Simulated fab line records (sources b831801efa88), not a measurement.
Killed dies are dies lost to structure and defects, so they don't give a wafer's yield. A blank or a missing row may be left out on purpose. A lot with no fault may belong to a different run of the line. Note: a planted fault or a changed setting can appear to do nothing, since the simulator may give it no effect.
fab line records	flow sky130
record: lots: 4	wafers: 12	last-day: 50
route steps=708 shown RES_XHIGH@339 SD_N@342 SALICIDE@361 LI_CONTACT@362 VIA1@472 PAD_OPEN@708
lots that met no fault: from a run of the same line without faults
start-h: hours from the record's first day to the start of the lot's first wafer shown	wait-h: time in hours since the lot's previous step	" as in the row above	L1.1+2: a row that stands for several wafers	- value missing, or start not given	* or withheld: withheld	< > ~ a bound
route shown NAME@n: a module of which the file shows steps, and the number in the route of the first	usual: the fault-free wafers' mean and standard deviation	same: alike in all rows	chamber/n: place in a boat	sites: each site's reading	_std_site: the standard deviation of these	_edge_site: inner sites' mean taken away from outer sites' mean	radius-mm: how far each site lies from the wafer's centre	mask NAME#n: copy n	behind: the tool/chamber that last shaped the wafer	hold: why the lot went on hold/how many hours it stayed there/how the hold came to an end	device: transistor that didn't switch, given as n, p or np	end of line: the route-end tests of the same wafers	step lacking rows: just its recipe	killed: the dies lost at the first sort to structure and to defects; this is not the yield of the wafer	map: a wafer's dies, x killed, . not, _ none there
set.NAME: the setting that was run; set.NAME@STEP: the one run at that earlier step	model.NAME: the simulator's own value behind a step, which no gauge read
a table for each step, a row for each wafer; lots at some steps of the route
services: when a tool's chamber went out of use (start-h, in hours from the record's first day, below 0 if earlier), for how many hours, and the reason
== steps ==
step: SKY_RES_XHIGH_IMPLANT_07
recipe: species: BF2	energy-kev: 20	dose-cm2: 3.6e+14	tilt-deg: 0
step: SKY_RES_XHIGH_STRIP_08
recipe: chemistry: O2/N2	power-w: 1400	pressure-mtorr: 1500	platen-temp-c: withheld	o2-flow-sccm: 3000	n2-flow-sccm: 300	overash-fraction: 0.5
step: SKY_SD_N_DEHYDRATE_00
recipe: temp-c: 200	time-s: 60
step: SKY_SD_N_HMDS_01
recipe: prime-time-s: 60	prime-temp-c: 120
step: SKY_SD_N_COAT_02
recipe: resist: NOVOLAK	spin-rpm: 3000	resist-thk-nm: 1140
step: SKY_SD_N_SOFTBAKE_03
recipe: temp-c: 90	time-s: 60	resist: NOVOLAK
step: SKY_SD_N_EXPOSE_04
recipe: mask-id: NSDM	na: 0.6	source-shape: conventional	sigma-outer: 0.6	polarization: unpolarized	target-cd-nm: 380	dose-mj: 141
step: SKY_SD_N_PEB_05
recipe: temp-c: withheld	time-s: *	resist: NOVOLAK
step: SKY_SD_N_DEVELOP_06
recipe: resist: NOVOLAK	developer: TMAH	develop-time-s: 60	dev-temp-c: 23
step: SKY_SD_N_IMPLANT_09
recipe: species: As	energy-kev: 50	dose-cm2: 4e+15	tilt-deg: 0
usual: beam-energy-keV: 50.001/0.014
lot.wafer	tool	chamber	start-h	wait-h	beam-energy-keV	model.implant.rp-nm	model.implant.drp-nm
L324.1	implanter-02	0	690.83	0.0	49.999	31.99	14.11
L324.4	"	0	"	"	49.966	31.99	14.11
L324.5	"	0	"	"	50.003	31.99	14.11
L334.1	implanter-02	0	770.52	0.0	53.105	33.5	14.76
L334.3	"	0	"	"	53.098	33.5	14.76
L334.6	"	0	"	"	53.109	33.5	14.76
L337.1	implanter-02	0	785.02	0.0	53.114	32.04	14.76
L337.3	"	0	"	"	53.096	32.04	14.76
L337.5	"	0	"	"	53.100	32.04	14.76
L344.2	implanter-03	0	835.05	0.0	49.999	31.63	14.11
L344.3	"	0	"	"	50.003	31.63	14.11
L344.6	"	0	"	"	50.013	31.63	14.11
step: SKY_SD_N_IMPLANT_10
recipe: species: P	energy-kev: 20	dose-cm2: 1e+14	tilt-deg: 0
step: SKY_SD_N_STRIP_11
recipe: chemistry: O2/N2	power-w: 1400	pressure-mtorr: 1500	platen-temp-c: withheld	o2-flow-sccm: 3000	n2-flow-sccm: 300	overash-fraction: 0.5
usual: drypump-motor-current-A: 5.7/0.5	o2-flow-sccm: 3002/9.6	oes-product-au: 0.527/0.0043	strip-time-to-endpoint-s: 22.55/0.038
lot.wafer	tool	chamber	start-h	wait-h	drypump-motor-current-A	o2-flow-sccm	oes-product-au	rf-hours-counter-h	strip-time-to-endpoint-s
L324.1	plasma-asher-03	0	691.13	0.1	6.1	3004	0.535	26	22.53
L324.4	"	1	"	"	5.9	3002	0.525	-	22.50
L324.5	"	0	"	"	6.1	2995	0.518	-	22.55
L334.1	plasma-asher-03	0	770.82	0.1	6.1	3007	0.515	34	23.04
L334.3	"	1	"	"	5.8	2996	0.521	-	23.00
L334.6	"	0	"	"	6.0	3003	0.522	-	22.97
L337.1	plasma-asher-02	0	785.32	0.1	5.1	2991	0.519	3	22.97
L337.3	"	1	"	"	6.1	2999	0.518	-	22.99
L337.5	"	0	"	"	5.1	3003	0.528	-	23.02
L344.2	plasma-asher-03	0	835.33	0.1	6.0	3001	0.529	41	22.57
L344.3	"	1	"	"	5.8	2998	0.519	-	22.54
L344.6	"	1	"	"	5.8	3007	0.529	-	22.55
step: SKY_SD_N_TW_MEAS_12
usual: SD_N_TW: 3940/17
lot.wafer	tool	chamber	start-h	wait-h	SD_N_TW
L324.1	film-metro-04	-	691.23	0.1	3930
L324.4	"	-	"	"	3935
L324.5	"	-	"	"	3948
L334.1	film-metro-02	-	770.92	0.1	4020
L334.3	"	-	"	"	3991
L334.6	"	-	"	"	4018
L337.1	film-metro-03	-	785.42	0.1	3998
L337.3	"	-	"	"	3985
L337.5	"	-	"	"	3989
L344.2	film-metro-02	-	835.44	0.1	3945
L344.3	"	-	"	"	3941
L344.6	"	-	"	"	3953
step: SKY_SD_N_CLEAN_13
recipe: chemistry: SC1/SC2	mix: 1:4:20	temp-c: 70	time-s: 150	dry: n2-spin
step: SKY_SD_N_RTA_14
recipe: temp-c: 1075	time-s: 2	idle-temp-c: 650	ramp-up-c-per-s: 150	ramp-down-c-per-s: 90	ambient: N2
step: SKY_SD_N_RS_MEAS_16
recipe: thk-meas-gauge: four-point-probe
usual: SD_N_RS: 68.49/0.11
lot.wafer	tool	chamber	start-h	wait-h	SD_N_RS[ohm/sq]
L324.1	film-metro-02	-	691.51	0.1	68.48
L324.4	"	-	"	"	68.48
L324.5	"	-	"	"	68.57
L334.1	film-metro-03	-	771.21	0.1	66.44
L334.3	"	-	"	"	66.33
L334.6	"	-	"	"	66.20
L337.1	film-metro-04	-	785.71	0.1	66.21
L337.3	"	-	"	"	66.39
L337.5	"	-	"	"	66.38
L344.2	film-metro-02	-	835.73	0.1	68.38
L344.3	"	-	"	"	68.48
L344.6	"	-	"	"	68.32
step: SKY_SALICIDE_CLEAN_00
recipe: chemistry: HF-last	time-s: 30	dilution: 100:1	dry: ipa-marangoni
step: SKY_LI_CONTACT_HDPCVD_00
recipe: material: PSG	target-thk-nm: 930	sigma-open-frac: 0.3	time-s: 155	temp-c: 600	sih4-flow-sccm: 60	pressure-mtorr: 6
step: SKY_LI_CONTACT_CMP_02
recipe: material: PSG	down-force-psi: 4	platen-rpm: 60	pad-velocity-m-s: 0.94248
step: SKY_LI_CONTACT_DEHYDRATE_04
recipe: temp-c: 200	time-s: 60
step: SKY_LI_CONTACT_HMDS_05
recipe: prime-time-s: 60	prime-temp-c: 120
step: SKY_LI_CONTACT_COAT_06
recipe: resist: BARC	temp-c: withheld	time-s: withheld	spin-rpm: 3000	resist-thk-nm: 60
step: SKY_LI_CONTACT_COAT_07
recipe: resist: KrF-thick	spin-rpm: 3000	resist-thk-nm: 450
step: SKY_LI_CONTACT_SOFTBAKE_08
recipe: temp-c: 100	time-s: 90	resist: KrF-thick
step: SKY_LI_CONTACT_EXPOSE_09
recipe: mask-id: LICM1	na: 0.8	source-shape: annular	sigma-inner: 0.55	sigma-outer: 0.85	target-cd-nm: 170	dose-mj: 38
step: SKY_LI_CONTACT_PEB_10
recipe: peb-temp-c: withheld	peb-time-s: withheld	resist: KrF-thick
step: SKY_LI_CONTACT_DEVELOP_11
recipe: develop-time-s: 60	resist: KrF-thick	dev-temp-c: 21
step: SKY_LI_CONTACT_ETCH_14
recipe: chemistry: N2/H2	target: BARC	ion-energy-ev: 200	source-w: 500	bias-w: 100	pressure-mtorr: 30	n2-flow-sccm: 100	h2-flow-sccm: 200	stop-on: SiO2	time-s: 45.9	target-depth-a: 600
step: SKY_LI_CONTACT_ETCH_15
recipe: target: PSG	chemistry: C4F8/O2/Ar	stop-on: Si	taper-deg: 4.15	mask-material: KrF-thick	source-w: 1500	bias-w: 1200	pressure-mtorr: 40	c4f8-flow-sccm: withheld	O2_flow_sccm: 6	Ar_flow_sccm: 300	time-s: withheld	target-depth-a: 6000
step: SKY_LI_CONTACT_STRIP_16
recipe: chemistry: O2/N2	power-w: 1400	pressure-mtorr: 1500	platen-temp-c: withheld	o2-flow-sccm: 3000	n2-flow-sccm: 300	overash-fraction: 0.5
step: SKY_LI_CONTACT_CLEAN_17
recipe: chemistry: NMP	time-s: 600	temp-c: 60	dry: n2-spin
step: SKY_LI_CONTACT_PRE_CLEAN_18
recipe: gas: Ar	time-s: 5.6	bias-v: 358
step: SKY_VIA1_ETCH_14
recipe: chemistry: N2/H2	target: BARC	ion-energy-ev: 200	source-w: 500	bias-w: 100	pressure-mtorr: 30	n2-flow-sccm: 100	h2-flow-sccm: 200	stop-on: SiO2	time-s: 45.9	target-depth-a: 600
usual: drypump-motor-current-A: 5.7/0.5	oes-product-au: 0.855/0.0045	throttle-valve-pct: 13.225/0.0084
lot.wafer	tool	chamber	start-h	wait-h	drypump-motor-current-A	oes-product-au	rf-hours-counter-h	throttle-valve-pct	model.VIA1.cd-nm
L324.1	rie-diel-02	1	835.95	0.0	6.1	0.853	17	13.232	148.8
L324.4	"	0	"	"	5.1	0.853	4	13.218	146.7
L324.5	"	0	"	"	5.1	0.853	-	13.214	148.5
L334.1	rie-diel-03	1	910.31	0.0	6.6	0.860	20	13.213	167.6
L334.3	"	2	"	"	6.2	0.860	15	13.233	167
L334.6	"	0	"	"	5.7	0.860	-	13.229	166.7
L337.1	rie-diel-01	1	923.51	0.0	6.2	0.850	17	13.229	145.6
L337.3	"	0	"	"	6.1	0.858	13	13.225	148.3
L337.5	"	2	"	"	5.8	0.851	-	13.231	147.7
L344.2	rie-diel-01	1	970.65	0.0	6.2	0.849	18	13.230	148.3
L344.3	"	2	"	"	5.8	0.852	17	13.235	149.2
L344.6	"	2	"	"	5.8	0.851	-	13.237	148.8
step: SKY_PAD_OPEN_PROBE_99
usual: killed_at_M0_to_M3: 46/6.7	killed_at_M4_up: 3.3/2	killed-at-contacts: 24/5.4	killed-at-front-end: 15/4.3	killed-at-other: 0.4/0.64	killed-dies: 89/9.1	killed-open: 48/7.2	killed-short: 40/6.3
same: gross-dies: 492	killed-at-back-side: 0
lot.wafer	tool	chamber	start-h	wait-h	killed_at_M0_to_M3	killed_at_M4_up	killed-at-contacts	killed-at-front-end	killed-at-other	killed-dies	killed-open	killed-short	model.etest.res-ndiff.rs-ohm-sq	model.etest.res-ndiff-hv.rs-ohm-sq	model.etest.via1-chain.rc-ohm
L324.1	prober-02	-	1112.14	0.1	46	6	27	15	0	94	48	46	120	113.5	18.9
L324.4	prober-02	-	1112.29	0.2	50	4	25	17	0	96	52	44	120.4	114.5	17.6
L324.5	prober-02	-	1112.34	0.2	46	4	23	28	1	102	46	53	119.8	113.3	16.73
L334.1	prober-01	-	1167.22	0.1	35	1	20	14	0	70	41	29	116.5	110	13.24
L334.3	prober-01	-	1167.32	0.2	47	3	10	24	0	84	40	43	116.8	110.5	13.81
L334.6	prober-01	-	1167.47	0.2	43	5	24	15	0	87	42	45	117	110.7	13.7
L337.1	prober-01	-	1180.30	0.1	45	7	17	15	1	85	51	33	119.8	114.3	17.92
L337.3	prober-01	-	1180.40	0.2	43	2	25	7	0	77	45	31	119.2	112.7	16.26
L337.5	prober-01	-	1180.50	0.2	52	2	14	15	0	83	48	35	119.1	114	15.78
L344.2	prober-02	-	1209.49	0.1	43	0	23	14	0	80	49	31	120.9	114.6	17.46
L344.3	prober-02	-	1209.54	0.2	43	4	20	16	0	83	39	43	120	115.2	16.39
L344.6	prober-02	-	1209.69	0.2	49	5	26	13	1	94	48	46	121.6	115.1	17.01
killed by level:class
L324.1 CONTACT:geometric-particle:open=14 VIA1:geometric-particle:open=9 METAL1:geometric-particle:short=7 METAL2:geometric-particle:short=7 VIA3:geometric-particle:short=6 VIA2:geometric-particle:open=6 FIELD_ISO:geometric-particle:open=5 CONTACT:geometric-particle:short=5
L324.4 CONTACT:geometric-particle:open=12 VIA1:geometric-particle:open=10 VIA2:geometric-particle:open=9 METAL2:geometric-particle:short=8 FIELD_ISO:geometric-particle:short=5 CONTACT:geometric-particle:short=5 METAL1:geometric-particle:short=5 VIA3:geometric-particle:open=5
L324.5 METAL1:geometric-particle:short=11 FIELD_ISO:geometric-particle:open=8 CONTACT:geometric-particle:open=8 FIELD_ISO:geometric-particle:short=6 CONTACT:geometric-particle:short=6 VIA1:geometric-particle:open=6 VIA2:geometric-particle:open=6 VIA3:geometric-particle:short=5
L334.1 CONTACT:geometric-particle:open=10 VIA1:geometric-particle:open=9 VIA2:geometric-particle:open=6 LI_CONTACT:geometric-particle:open=4 LOCAL_INTERCONNECT:geometric-particle:short=4 FIELD_ISO:geometric-particle:short=3 FIELD_ISO:geometric-particle:open=3 METAL1:geometric-particle:short=3
L334.3 VIA1:geometric-particle:short=8 VIA2:geometric-particle:open=8 METAL2:geometric-particle:short=7 SPACER:geometric-particle:open=6 METAL1:geometric-particle:short=6 VIA1:geometric-particle:open=5 POLY_GATE:geometric-particle:short=4 POLY_GATE:geometric-particle:open=4
L334.6 CONTACT:geometric-particle:open=13 METAL3:geometric-particle:short=9 VIA2:geometric-particle:open=7 POLY_GATE:geometric-particle:short=5 VIA1:geometric-particle:short=5 METAL2:geometric-particle:short=4 CONTACT:geometric-particle:short=4 METAL1:geometric-particle:short=4
L337.1 VIA1:geometric-particle:open=13 VIA3:geometric-particle:open=8 LI_CONTACT:geometric-particle:open=7 CONTACT:geometric-particle:open=5 METAL1:geometric-particle:short=5 VIA2:geometric-particle:open=5 VIA3:geometric-particle:short=5 METAL4:geometric-particle:short=4
L337.3 LI_CONTACT:geometric-particle:open=12 VIA2:geometric-particle:open=9 VIA1:geometric-particle:open=9 CONTACT:geometric-particle:open=5 VIA3:geometric-particle:short=5 VIA1:geometric-particle:short=4 CONTACT:geometric-particle:short=3 METAL1:geometric-particle:short=3
L337.5 VIA1:geometric-particle:open=13 VIA3:geometric-particle:open=11 VIA1:geometric-particle:short=7 CONTACT:geometric-particle:open=6 METAL1:geometric-particle:short=6 FIELD_ISO:geometric-particle:open=4 POLY_GATE:geometric-particle:open=4 LI_CONTACT:geometric-particle:open=4
L344.2 VIA1:geometric-particle:open=11 CONTACT:geometric-particle:open=8 VIA1:geometric-particle:short=7 VIA2:geometric-particle:open=6 LI_CONTACT:geometric-particle:open=5 LOCAL_INTERCONNECT:geometric-particle:short=5 VIA3:geometric-particle:open=5 FIELD_ISO:geometric-particle:open=4
L344.3 CONTACT:geometric-particle:open=10 METAL1:geometric-particle:short=10 VIA1:geometric-particle:open=10 FIELD_ISO:geometric-particle:short=7 VIA2:geometric-particle:open=6 POLY_GATE:geometric-particle:short=5 VIA1:geometric-particle:short=5 CONTACT:geometric-particle:short=4
L344.6 CONTACT:geometric-particle:open=12 VIA1:geometric-particle:open=9 METAL1:geometric-particle:short=8 LI_CONTACT:geometric-particle:open=6 VIA3:geometric-particle:open=6 VIA1:geometric-particle:short=6 METAL2:geometric-particle:short=5 FIELD_ISO:geometric-particle:open=4
== services ==
tool	chamber	start-h	hours	kind
rie-diel-03	1	673.87	18.9	repair
rie-diel-01	0	676.67	6.6	repair
rie-diel-03	2	681.03	22.9	repair
rie-diel-01	3	684.43	9.5	repair
implanter-02	-	699.00	1.7	repair
implanter-02	-	727.35	5.8	repair
rie-diel-01	1	728.51	5.6	repair
rie-diel-03	1	729.34	15.0	repair
plasma-asher-02	-	733.75	9.0	pm
plasma-asher-03	-	743.86	1.3	repair
plasma-asher-02	-	750.87	11.6	repair
implanter-03	-	755.60	1.3	repair
rie-diel-01	-	758.15	14.6	pm
implanter-03	-	769.79	0.9	repair
rie-diel-03	-	770.23	0.6	repair
rie-diel-02	3	775.90	12.9	repair
rie-diel-03	2	778.72	9.5	repair
rie-diel-01	2	814.95	5.2	repair
implanter-02	-	824.00	6.0	pm
implanter-02	-	844.01	3.2	repair
plasma-asher-03	-	869.06	0.9	repair
plasma-asher-03	-	900.15	2.8	pm
plasma-asher-03	-	920.68	1.0	repair
implanter-02	-	921.06	7.7	repair
== key ==
first-sign: step: SKY_SD_N_IMPLANT_09	reading: beam-energy-keV	direction: up	sigmas: 99+	usual: *	struck: *
effect: step: SKY_SD_N_STRIP_11	reading: strip-time-to-endpoint-s	direction: up	sigmas: 12	usual: *	struck: *
effect: step: SKY_SD_N_TW_MEAS_12	reading: SD_N_TW	direction: up	sigmas: 3.5	usual: 3940	struck: 4000
effect: step: SKY_SD_N_RS_MEAS_16	reading: SD_N_RS	direction: down	sigmas: 19	usual: 68.49	struck: 66.33
model-effect: step: SKY_SD_N_IMPLANT_09	value: implant.rp-nm	without: 31.21	struck: 32.77
model-effect: step: SKY_VIA1_ETCH_14	value: VIA1.cd-nm	without: 147.7	struck: 157.1
model-effect: step: SKY_PAD_OPEN_PROBE_99	value: etest.res-ndiff.rs-ohm-sq	without: 121.2	struck: 118
met-at SKY_SD_N_IMPLANT_09
struck-wafers L334.1,L334.3,L334.6,L337.1,L337.3,L337.5
tester-left-out L334,L337
loop-trim: step: SKY_VIA1_EXPOSE_09	setting: dose	lots: L334
onset-between 690.83 770.52
fault: kind: process-parameter-drift	tool: implanter-02	chamber: -	onset-h: 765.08	steps: SKY_SD_N_IMPLANT_09	channel: energy-kev	offset: *	shape: step	end-h: 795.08	acts-in: *	stated: *
tester-left-out: of these lots the tester's yield and bins aren't shown, on N5 and GAA mostly nor the transistor test; their killed dies are dies lost to structure and defects alone, not to doping, threshold or leakage, so they don't give the yield
loop-trim: a control loop set the setting to another value than it would have without faults
